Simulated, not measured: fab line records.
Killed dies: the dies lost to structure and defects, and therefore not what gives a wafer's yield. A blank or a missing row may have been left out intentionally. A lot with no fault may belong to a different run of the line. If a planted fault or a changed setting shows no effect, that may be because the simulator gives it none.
Problem report, 8D (eight disciplines) form, completed by code :: flow gf180mcu :: the parts of the form that need people (team, actions taken, sign-off) are left out

== 1. PROBLEM STATEMENT ==
Wafers without a fault read 1999.7 rpm, standard deviation 1.2; spin_speed_rpm at GF_NWELL_COAT_02 reads a mean of 2031.2 rpm on 6 wafers belonging to 2 lots. Measured from the usual mean, that is +26 standard deviations.
The step: resist thk 3000 nm.
First observed at day 6 08:22: wafer L757.2, on litho_track-01. At this step, 18 wafers from 6 lots have a number in the record. Rule for "out" (also "out of limits"): further than 4 standard deviations from the usual mean. The rest of the wafers with a number are treated as sound.

== 2. WHAT IT IS, WHAT IT ISN'T ==
question: which readings at this step
is: spin_speed_rpm
is not: dispense_pressure_kPa

question: which lots
is: L757, L758
is not: L751, L752, L755, L756

question: which wafers of those lots
is: all that have a number
is not: -

question: read on which tools
is: litho_track-01
is not: litho_track-02, litho_track-03

question: when
is: from day 6 08:22
is not: up to then (12 sound wafers)

== 3. SUSPECTS, AND WHAT RULES EACH OUT ==
Counting: any tool at a process step up to the reading is kept as a suspect provided that every lot that is out went through it and no sound lot did after the first of them.
- plasma_asher-03 at GF_DNWELL_STRIP_08 (strips in O2/N2): kept. All lots that are out passed through it, beginning with L757 at day 6 01:20, and no sound lot followed; its final sound lot before that point was L752 at day 5 00:59.
- litho_track-01 at GF_NWELL_COAT_02 (resist thk 3000 nm): kept. All lots that are out passed through it, beginning with L757 at day 6 08:22, and no sound lot followed; its final sound lot before that point was L755 at day 5 23:26. Its own readings are out on those wafers: spin_speed_rpm.
What counting leaves: plasma_asher-03 at GF_DNWELL_STRIP_08 and litho_track-01 at GF_NWELL_COAT_02.

== 4. THE CAUSE (what the simulator had put in) ==
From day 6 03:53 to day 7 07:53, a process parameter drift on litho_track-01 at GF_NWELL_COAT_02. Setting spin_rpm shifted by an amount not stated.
Counting leaves 2 suspects; this tool is one of them.

== 5. SEQUENCE OF EFFECTS, ordered by route ==
Each row: a reading whose mean over the struck wafers that have a number lies more than 3 standard deviations from the usual. Only readings whose record carries a usual standard deviation are examined. hours: median over the lots of the time between each lot's start at the first step of this table that gives one and its start at this step. sigmas: the change, counted in usual standard deviations.
hours: 0
step: GF_NWELL_COAT_02
reading: spin_speed_rpm
usual: 1999.7 rpm
on struck wafers: 2031.2
change: +31.5
sigmas: +26
It contains these process steps:
- GF_NWELL_COAT_02: resist thk 3000 nm.
At these later measuring or inspecting steps, every struck wafer for which the step has a row has a number for every such reading, and none has moved that far: GF_NWELL_OVL_MEAS_07.

== 6. HOW IT WOULD HAVE BEEN CAUGHT EARLIER ==
First out-of-limits reading in this record: day 6 08:22, which is 4 hours after fault onset at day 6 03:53.
